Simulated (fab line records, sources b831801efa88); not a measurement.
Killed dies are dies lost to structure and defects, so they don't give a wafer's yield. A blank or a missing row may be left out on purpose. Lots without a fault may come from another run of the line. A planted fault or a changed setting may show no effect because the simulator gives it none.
Chamber matching | flow gf180mcu | GF_MIM_CVD_05 on pecvd-01: 3 sister chambers
The step deposits Si3N4, target thk 42 nm, time 29.086 s. 3 wafers are shown with their chamber, then 9 later ones without.

WAFERS WITH THEIR CHAMBER
wafer  | chamber | heater_power_w (W)
L085.6 | 0       | 592
L088.1 | 2       | 893
L088.4 | 1       | 747

WAFERS WITHOUT THEIR CHAMBER
wafer  | heater_power_w (W)
L089.2 | 724
L089.4 | 625
L089.5 | 722
L094.1 | 673
L094.4 | 577
L094.5 | 663
L097.1 | 739
L097.4 | 583
L097.5 | 841

WHICH CHAMBER EACH WENT THROUGH
wafer  | from the rows above     | in truth
L089.2 | 1                       | 1
L089.4 | 0                       | 0
L089.5 | 1                       | 1
L094.1 | can't be placed: 1 or 0 | 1
L094.4 | 0                       | 0
L094.5 | can't be placed: 0 or 1 | 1
L097.1 | 1                       | 1
L097.4 | 0                       | 0
L097.5 | can't be placed: 2 or 1 | 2
Placed correctly: 6 of 9. Can't be placed from these rows: 3 (the true chamber is among the candidates in 3). Placed wrongly: 0.
How it was worked out, from the rows above alone: a wafer's distance from a chamber is the root of the sum, over the readings, of the square of ((its reading less the chamber's mean) divided by the reading's scatter). The wafer belongs to the nearest chamber; if the next one is less than 2 further off, it can't be placed. A chamber's mean is the mean of its shown wafers. The scatter: with one shown wafer a chamber, the root of the mean of the squares of how far each hidden wafer lies from its nearest shown one.
